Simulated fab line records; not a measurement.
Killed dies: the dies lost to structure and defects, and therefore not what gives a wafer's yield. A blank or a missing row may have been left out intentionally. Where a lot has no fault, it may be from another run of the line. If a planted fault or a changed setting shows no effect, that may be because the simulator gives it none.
Chamber matching | flow gf180mcu | cmp-02 running GF_V5_CMP_04: 4 sister chambers
The step polishes SiO2. 8 wafers are shown with their chamber, then 8 later ones without.

== WAFERS, EACH WITH ITS CHAMBER ==
wafer  | chamber | motor_current_A (A) | slurry_flow_ml_min
L682.2 | 0       | 12.1                | 149.8
L686.2 | 0       | 12.2                | 150.2
L690.2 | 2       | 11.0                | 149.4
L690.6 | 1       | 13.3                | 149.8
L691.2 | 2       | 10.7                | 149.9
L691.3 | 3       | 13.1                | 150.5
L691.5 | 1       | 13.1                | 149.8
L692.2 | 3       | 13.9                | 150.2

== WAFERS MISSING THEIR CHAMBER ==
wafer  | motor_current_A (A) | slurry_flow_ml_min
L692.4 | 10.4                | 150.2
L692.6 | 10.3                | 150.5
L694.2 | 14.0                | 149.8
L694.5 | 10.6                | 150.1
L694.6 | 14.6                | 150.4
L693.1 | 12.1                | 150.3
L693.2 | 13.4                | 150.8
L693.5 | 10.3                | 150.6

== CHAMBER TAKEN BY EACH ==
wafer  | from the rows above     | in truth
L692.4 | 2                       | 2
L692.6 | 2                       | 2
L694.2 | can't be placed: 1 or 3 | 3
L694.5 | 2                       | 2
L694.6 | can't be placed: 3 or 1 | 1
L693.1 | 0                       | 0
L693.2 | 3                       | 3
L693.5 | 2                       | 2
Correctly placed: 6 of 8. Cannot be placed on the basis of these rows: 2; the candidates contain the true chamber in 2. 0 placed wrongly.
How it was worked out, from the rows above alone: a wafer's distance from a chamber is the root of the sum, over the readings, of the square of ((its reading less the chamber's mean) divided by the reading's scatter). If the next closest chamber is less than 2 further off than the closest, the wafer can't be placed; otherwise it belongs to the closest. A chamber's mean is the mean of its shown wafers. The scatter: the root of (the sum of the squares of (reading less its chamber's mean) over the shown wafers, divided by (wafers less chambers)).
